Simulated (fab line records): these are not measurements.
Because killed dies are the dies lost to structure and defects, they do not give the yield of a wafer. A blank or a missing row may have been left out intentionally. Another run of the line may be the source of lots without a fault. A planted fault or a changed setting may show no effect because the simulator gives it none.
fab line records ; flow sky130
[record] lots = 6; wafers = 18; last-day = 50
route steps=708 shown METAL3@572 VIA3@573 PAD_OPEN@708
lots with no fault: from the same line, run without faults
start-h: hours from the record's opening day to when the first of the lot's shown wafers began ; wait-h: how many hours have passed since the lot's step before this one ; " identical to the entry in the row above ; L1.1+2: several wafers, shown together as one row ; - either no value or no given start ; * or withheld: withheld ; < > ~ a bound
route shown NAME@n: NAME is a module with steps in the file, n the number in the route of the first one ; usual: mean/standard deviation of fault-free wafers ; same: alike in all rows ; chamber/n: place in a boat ; sites: the reading at each site ; _std_site: how widely they spread, as a standard deviation ; _edge_site: outer sites' mean less inner sites' ; radius-mm: how far each site lies from the wafer's centre ; mask NAME#n: copy n ; behind: the tool/chamber that last shaped the wafer ; hold: what put the lot on hold/how long, in hours/how the hold closed ; device: transistor that didn't switch, given as n, p or np ; end of line: tests run on the same wafers once the route is complete ; a step with no rows: only its recipe ; killed: dies lost to structure and defects at the first sort, not the wafer's yield ; map: dies across one wafer; x = killed, . = not, _ = none there
set.NAME: the setting the step ran with; set.NAME@STEP: the setting that earlier step ran with ; model.NAME: the simulator's own value behind a step, which no gauge read
lots at some steps of the route; a table a step, a row a wafer
services: a tool's chamber out of use, with start hour (start-h, from the record's first day; less than 0 if before it), hours out, and reason
[[steps]]
[step SKY_METAL3_CLEAN_22]
[recipe] chemistry = O3/DIW; dry = n2-spin
[step SKY_VIA3_HDPCVD_00]
[recipe] material = SiO2; target-thk-nm = 1635; sigma-open-frac = 0.3; time-s = 272.5; temp-c = 400; sih4-flow-sccm = 60; pressure-mtorr = 6
[step SKY_VIA3_THK_MEAS_01]
[recipe] reads = SiO2_of_VIA3_HDPCVD_00
[usual] VIA3_HDPCVD_THK = 1633/20
lot.wafer;tool;chamber;start-h;wait-h;VIA3_HDPCVD_THK[nm]
L137.1;film-metro-02;-;907.06;0.1;1668
L137.4;film-metro-02;-;907.06;0.1;1629
L137.5;film-metro-02;-;907.06;0.1;1643
L139.1;film-metro-02;-;941.18;0.1;1642
L139.5;film-metro-02;-;941.18;0.1;1649
L139.6;film-metro-02;-;941.18;0.1;1625
L148.2;film-metro-04;-;990.48;0.1;1647
L148.3;film-metro-04;-;990.48;0.1;1650
L148.5;film-metro-04;-;990.48;0.1;1638
L150.1;film-metro-04;-;1007.33;0.1;1643
L150.4;film-metro-04;-;1007.33;0.1;1629
L150.5;film-metro-04;-;1007.33;0.1;1632
L154.3;film-metro-02;-;1029.15;0.1;1628
L154.4;film-metro-02;-;1029.15;0.1;1600
L154.5;film-metro-02;-;1029.15;0.1;1633
L158.1;film-metro-02;-;1063.89;0.1;1654
L158.3;film-metro-02;-;1063.89;0.1;1666
L158.4;film-metro-02;-;1063.89;0.1;1635
[step SKY_VIA3_CMP_02]
[recipe] material = SiO2; down-force-psi = 4; platen-rpm = 60; pad-velocity-m-s = 0.94248
[usual] motor-current-A = 12.1/0.85; slurry-filter-dp-kPa = 13.48/0.14
lot.wafer;tool;chamber;start-h;wait-h;motor-current-A;slurry-filter-dp-kPa
L137.4;cmp-02;1;907.12;0.0;11.5;13.36
L137.1;cmp-02;3;907.12;0.0;13.1;13.60
L137.5;cmp-02;1;907.12;0.0;11.5;13.19
L139.1;cmp-01;3;941.34;0.1;11.7;13.48
L139.6;cmp-01;1;941.34;0.1;14.2;13.63
L139.5;cmp-01;2;941.34;0.1;10.8;13.61
L148.3;cmp-02;1;990.63;0.1;11.1;13.28
L148.2;cmp-02;2;990.63;0.1;12.9;13.35
L148.5;cmp-02;0;990.63;0.1;11.8;13.26
L150.1;cmp-01;2;1007.49;0.1;11.1;13.71
L150.4;cmp-01;3;1007.49;0.1;12.1;13.63
L150.5;cmp-01;0;1007.49;0.1;11.6;13.32
L154.4;cmp-02;0;1029.29;0.1;12.1;13.61
L154.3;cmp-02;1;1029.29;0.1;11.6;13.58
L154.5;cmp-02;3;1029.29;0.1;13.0;13.47
L158.3;cmp-02;3;1064.32;0.4;13.0;13.54
L158.4;cmp-02;1;1064.32;0.4;11.8;13.26
L158.1;cmp-02;2;1064.32;0.4;13.0;13.48
[step SKY_VIA3_BOW_MEAS_03]
[recipe] mode = bow
[usual] VIA3_BOW = 80/8.7
lot.wafer;tool;chamber;start-h;wait-h;VIA3_BOW[um]
L137.1;film-metro-02;-;907.42;0.1;73
L137.4;film-metro-02;-;907.42;0.1;72
L137.5;film-metro-02;-;907.42;0.1;81
L139.1;film-metro-02;-;941.54;0.1;84
L139.5;film-metro-02;-;941.54;0.1;81
L139.6;film-metro-02;-;941.54;0.1;85
L148.2;film-metro-01;-;990.85;0.1;83
L148.3;film-metro-01;-;990.85;0.1;89
L148.5;film-metro-01;-;990.85;0.1;85
L150.1;film-metro-02;-;1007.69;0.1;89
L150.4;film-metro-02;-;1007.69;0.1;87
L150.5;film-metro-02;-;1007.69;0.1;79
L154.3;film-metro-02;-;1029.53;0.1;74
L154.4;film-metro-02;-;1029.53;0.1;79
L154.5;film-metro-02;-;1029.53;0.1;59
L158.1;film-metro-02;-;1064.62;0.1;85
L158.3;film-metro-02;-;1064.62;0.1;105
L158.4;film-metro-02;-;1064.62;0.1;75
[step SKY_VIA3_DEHYDRATE_04]
[recipe] temp-c = 200; time-s = 60
[step SKY_VIA3_HMDS_05]
[recipe] prime-time-s = 60; prime-temp-c = 120
[step SKY_VIA3_COAT_06]
[recipe] resist = BARC; temp-c = withheld; time-s = withheld; spin-rpm = 3000; resist-thk-nm = 60
[step SKY_VIA3_COAT_07]
[recipe] resist = KrF-thick; spin-rpm = 3000; resist-thk-nm = 450
[step SKY_VIA3_SOFTBAKE_08]
[recipe] temp-c = 100; time-s = 90; resist = KrF-thick
[step SKY_VIA3_EXPOSE_09]
[recipe] mask-id = VIM3; na = 0.8; source-shape = annular; sigma-inner = 0.55; sigma-outer = 0.85; target-cd-nm = 200; dose-mj = 38
[step SKY_VIA3_PEB_10]
[recipe] peb-temp-c = withheld; peb-time-s = withheld; resist = KrF-thick
[step SKY_VIA3_DEVELOP_11]
[recipe] develop-time-s = 60; resist = KrF-thick; dev-temp-c = 21
[usual] developer-temp-C = 20.97/0.1
lot.wafer;tool;chamber;start-h;wait-h;developer-temp-C
L137.1;litho-track-01;0;931;-;21.07
L137.4;litho-track-01;0;931;-;20.86
L137.5;litho-track-01;0;931;-;21.02
L139.1;litho-track-02;0;965;-;21.02
L139.5;litho-track-02;0;965;-;20.99
L139.6;litho-track-02;0;965;-;21.04
L148.2;litho-track-02;0;1013;-;20.40
L148.3;litho-track-02;0;1014;-;20.17
L148.5;litho-track-02;0;1014;-;20.07
L150.1;litho-track-02;0;1030;-;20.14
L150.4;litho-track-02;0;1030;-;20.22
L150.5;litho-track-02;0;1030;-;20.20
L154.3;litho-track-03;0;1051;-;20.97
L154.4;litho-track-03;0;1051;-;20.94
L154.5;litho-track-03;0;1051;-;20.99
L158.1;litho-track-03;0;1085;-;21.01
L158.3;litho-track-03;0;1085;-;20.92
L158.4;litho-track-03;0;1085;-;20.91
[step SKY_VIA3_CD_MEAS_12]
[recipe] target-cd-nm = 200
[usual] cd-nm = 200.1/1.3
lot.wafer;tool;chamber;start-h;wait-h;cd-nm
L137.1;cd-sem-02;-;931.84;-;201.7
L137.4;cd-sem-02;-;931.84;-;201.0
L137.5;cd-sem-02;-;931.84;-;201.2
L139.1;cd-sem-01;-;965.92;-;197.7
L139.5;cd-sem-01;-;965.92;-;198.3
L139.6;cd-sem-01;-;965.92;-;197.0
L148.2;cd-sem-01;-;1014.14;-;201.4
L148.3;cd-sem-01;-;1014.14;-;200.8
L148.5;cd-sem-01;-;1014.14;-;199.8
L150.1;cd-sem-01;-;1030.95;-;199.4
L150.4;cd-sem-01;-;1030.95;-;200.4
L150.5;cd-sem-01;-;1030.95;-;198.6
L154.3;cd-sem-01;-;1051.40;-;199.1
L154.4;cd-sem-01;-;1051.40;-;199.2
L154.5;cd-sem-01;-;1051.40;-;200.9
L158.1;cd-sem-01;-;1085.61;-;201.9
L158.3;cd-sem-01;-;1085.61;-;202.6
L158.4;cd-sem-01;-;1085.61;-;202.5
[step SKY_PAD_OPEN_PROBE_99]
[usual] defect-limited-yield = 82.4/1.9; killed_at_M0_to_M3 = 44/7.1; killed_at_M4_up = 3.5/2; killed-at-contacts = 24/5.3; killed-at-front-end = 15/4.8; killed-at-other = 0.1/0.35; killed-dies = 86/9.3; killed-open = 47/7.8; killed-short = 39/5.9; sort_bin_3_pad_short = 0.8/0.42; sort_bin_5_function = 10.3/1.4; sort_bin_6_memory = 6.4/1.1; sort-n-pass = 406/9.3; sort-yield-pct = 82.4/1.9
[same] gross-dies = 492; killed-at-back-side = 0; sort_bin_4_leakage[%] = 0; sort_bin_8_speed[%] = 0
lot.wafer;tool;chamber;start-h;wait-h;defect-limited-yield[%];killed_at_M0_to_M3;killed_at_M4_up;killed-at-contacts;killed-at-front-end;killed-at-other;killed-dies;killed-open;killed-short;sort_bin_3_pad_short[%];sort_bin_5_function[%];sort_bin_6_memory[%];sort-n-pass;sort-yield-pct[%]
L137.1;prober-02;-;1078.98;0.1;81.1;44;3;35;10;1;93;53;40;1.0;11.4;6.5;399;81.1
L137.4;prober-02;-;1079.13;0.2;81.1;52;2;24;15;0;93;61;32;0.2;11.2;7.5;399;81.1
L137.5;prober-02;-;1079.18;0.2;85.2;35;4;20;14;0;73;45;28;1.0;7.5;6.3;419;85.2
L139.1;prober-02;-;1106.41;0.1;82.1;36;4;25;23;0;88;46;42;1.2;9.6;7.1;404;82.1
L139.5;prober-02;-;1106.61;0.2;80.1;52;4;23;19;0;98;58;40;0.8;11.8;7.3;394;80.1
L139.6;prober-02;-;1106.66;0.2;80.9;47;2;28;16;1;94;56;38;0.4;12.0;6.7;398;80.9
L148.2;prober-02;-;1150.14;0.1;79.7;57;3;18;21;1;100;53;47;1.0;10.2;9.1;392;79.7
L148.3;prober-02;-;1150.19;0.2;81.3;42;3;23;24;0;92;49;43;1.4;9.8;7.5;400;81.3
L148.5;prober-02;-;1150.29;0.2;83.1;52;0;18;13;0;83;45;38;0.4;10.4;6.1;409;83.1
L150.1;prober-02;-;1161.56;0.1;83.1;48;2;21;12;0;83;51;32;0.2;10.4;6.3;409;83.1
L150.4;prober-02;-;1161.71;0.2;81.1;49;2;27;15;0;93;51;42;1.2;11.2;6.5;399;81.1
L150.5;prober-02;-;1161.76;0.2;81.7;46;3;26;15;0;90;43;47;1.4;10.0;6.9;402;81.7
L154.3;prober-02;-;1175.36;0.2;80.9;48;3;35;8;0;94;59;35;0.8;11.8;6.5;398;80.9
L154.4;prober-02;-;1175.41;0.2;84.8;39;7;19;10;0;75;29;46;0.6;9.8;4.9;417;84.8
L154.5;prober-02;-;1175.46;0.2;83.1;46;6;23;8;0;83;47;36;0.4;11.2;5.3;409;83.1
L158.1;prober-02;-;1204.04;0.1;82.3;55;0;19;13;0;87;58;29;0.6;9.3;7.7;405;82.3
L158.3;prober-02;-;1204.14;0.2;79.7;53;1;22;24;0;100;61;39;0.8;12.0;7.5;392;79.7
L158.4;prober-02;-;1204.19;0.2;79.5;45;7;18;31;0;101;56;45;0.6;10.8;9.1;391;79.5
// killed by level:class
L137.1 CONTACT:geometric-particle:open=15 VIA1:geometric-particle:open=13 METAL2:geometric-particle:short=10 LI_CONTACT:geometric-particle:open=8 LOCAL_INTERCONNECT:geometric-particle:short=7 POLY_GATE:geometric-particle:open=4 METAL1:geometric-particle:short=4 VIA2:geometric-particle:open=4
L137.4 VIA1:geometric-particle:open=14 CONTACT:geometric-particle:open=10 VIA2:geometric-particle:open=9 VIA3:geometric-particle:open=8 METAL2:geometric-particle:short=7 LI_CONTACT:geometric-particle:open=7 POLY_GATE:geometric-particle:open=6 CONTACT:geometric-particle:short=5
L137.5 VIA2:geometric-particle:open=9 LI_CONTACT:geometric-particle:open=8 CONTACT:geometric-particle:open=7 VIA1:geometric-particle:open=7 FIELD_ISO:geometric-particle:open=5 FIELD_ISO:geometric-particle:short=4 POLY_GATE:geometric-particle:short=4 METAL1:geometric-particle:short=4
L139.1 METAL1:geometric-particle:short=9 CONTACT:geometric-particle:open=9 POLY_GATE:geometric-particle:short=6 POLY_GATE:geometric-particle:open=6 LI_CONTACT:geometric-particle:open=6 CONTACT:geometric-particle:short=6 VIA1:geometric-particle:open=5 METAL2:geometric-particle:short=5
L139.5 VIA1:geometric-particle:open=15 VIA2:geometric-particle:open=11 FIELD_ISO:geometric-particle:open=8 LI_CONTACT:geometric-particle:open=8 CONTACT:geometric-particle:short=5 VIA1:geometric-particle:short=5 METAL2:geometric-particle:short=5 VIA3:geometric-particle:open=5
L139.6 VIA1:geometric-particle:open=19 CONTACT:geometric-particle:open=10 LI_CONTACT:geometric-particle:open=7 CONTACT:geometric-particle:short=6 FIELD_ISO:geometric-particle:open=4 POLY_GATE:geometric-particle:open=4 METAL1:geometric-particle:short=4 METAL2:geometric-particle:short=4
L148.2 VIA1:geometric-particle:open=11 CONTACT:geometric-particle:open=10 METAL2:geometric-particle:short=7 VIA3:geometric-particle:open=7 METAL1:geometric-particle:short=6 VIA1:geometric-particle:short=6 FIELD_ISO:geometric-particle:short=5 METAL3:geometric-particle:short=5
L148.3 CONTACT:geometric-particle:open=14 FIELD_ISO:geometric-particle:open=8 METAL1:geometric-particle:short=8 VIA3:geometric-particle:open=7 VIA1:geometric-particle:open=5 FIELD_ISO:geometric-particle:short=4 POLY_GATE:geometric-particle:short=4 METAL2:geometric-particle:short=4
L148.5 METAL1:geometric-particle:short=9 VIA1:geometric-particle:open=9 VIA2:geometric-particle:open=8 CONTACT:geometric-particle:open=6 VIA1:geometric-particle:short=6 POLY_GATE:geometric-particle:open=5 CONTACT:geometric-particle:short=5 METAL1:geometric-particle:open=5
L150.1 VIA1:geometric-particle:open=11 VIA3:geometric-particle:open=9 CONTACT:geometric-particle:open=8 LI_CONTACT:geometric-particle:open=6 VIA2:geometric-particle:open=6 METAL1:geometric-particle:short=5 VIA1:geometric-particle:short=4 POLY_GATE:geometric-particle:open=3
L150.4 LI_CONTACT:geometric-particle:open=13 VIA1:geometric-particle:open=10 CONTACT:geometric-particle:open=8 VIA1:geometric-particle:short=6 METAL1:geometric-particle:short=6 METAL2:geometric-particle:short=6 METAL3:geometric-particle:short=6 VIA3:geometric-particle:open=6
L150.5 METAL2:geometric-particle:short=12 LI_CONTACT:geometric-particle:open=10 CONTACT:geometric-particle:open=9 POLY_GATE:geometric-particle:open=6 METAL1:geometric-particle:short=6 VIA1:geometric-particle:open=5 POLY_GATE:geometric-particle:short=4 CONTACT:geometric-particle:short=4
L154.3 VIA1:geometric-particle:open=15 CONTACT:geometric-particle:open=13 VIA2:geometric-particle:open=10 METAL1:geometric-particle:short=7 VIA3:geometric-particle:open=7 LI_CONTACT:geometric-particle:short=6 LI_CONTACT:geometric-particle:open=5 LOCAL_INTERCONNECT:geometric-particle:short=5
L154.4 METAL1:geometric-particle:short=7 VIA3:geometric-particle:open=7 METAL2:geometric-particle:short=7 METAL4:geometric-particle:short=6 LOCAL_INTERCONNECT:geometric-particle:short=5 FIELD_ISO:geometric-particle:short=4 LI_CONTACT:geometric-particle:open=4 CONTACT:geometric-particle:open=4
L154.5 CONTACT:geometric-particle:open=9 VIA3:geometric-particle:open=9 VIA1:geometric-particle:open=6 METAL1:geometric-particle:short=6 METAL2:geometric-particle:short=5 VIA3:geometric-particle:short=5 LI_CONTACT:geometric-particle:open=4 LI_CONTACT:geometric-particle:short=4
L158.1 VIA1:geometric-particle:open=16 CONTACT:geometric-particle:open=10 VIA3:geometric-particle:open=8 VIA2:geometric-particle:open=7 VIA1:geometric-particle:short=7 METAL1:geometric-particle:open=6 FIELD_ISO:geometric-particle:short=4 POLY_GATE:geometric-particle:open=4
L158.3 VIA1:geometric-particle:open=15 VIA3:geometric-particle:open=11 CONTACT:geometric-particle:open=9 FIELD_ISO:geometric-particle:open=7 POLY_GATE:geometric-particle:open=6 POLY_GATE:geometric-particle:short=5 LI_CONTACT:geometric-particle:short=5 LI_CONTACT:geometric-particle:open=5
L158.4 VIA1:geometric-particle:open=11 POLY_GATE:geometric-particle:short=10 VIA1:geometric-particle:short=9 CONTACT:geometric-particle:open=8 FIELD_ISO:geometric-particle:open=6 FIELD_ISO:geometric-particle:short=6 LI_CONTACT:geometric-particle:open=6 VIA2:geometric-particle:open=6
[[services]]
tool;chamber;start-h;hours;kind
cmp-02;-;892.55;1.7;repair
cmp-02;-;909.06;1.4;repair
cmp-02;-;911.59;1.9;repair
cmp-01;-;912.00;4.0;pm
cmp-01;-;916.00;-;consumable-replace:conditioner
cmp-01;-;916.00;-;consumable-replace:pad
cmp-02;-;931.26;2.0;repair
cmp-02;-;1014.86;12.2;pm
cmp-02;-;1041.26;3.0;pm
cmp-01;-;1064.36;6.5;pm
cmp-02;-;1084.11;4.0;pm
[[key]]
[first-sign] step = SKY_VIA3_DEVELOP_11; reading = developer-temp-C; direction = down; sigmas = 7.7; usual = *; struck = *
effect none on later readings
met-at SKY_VIA3_DEVELOP_11
struck-wafers L148.2,L148.3,L148.5,L150.1,L150.4,L150.5
onset-between 965 1013
[fault] kind = process-parameter-drift; tool = litho-track-02; chamber = -; onset-h = 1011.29; steps = SKY_VIA3_DEVELOP_11; channel = dev-temp-c; offset = *; shape = step; end-h = 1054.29; acts-in = *; stated = *
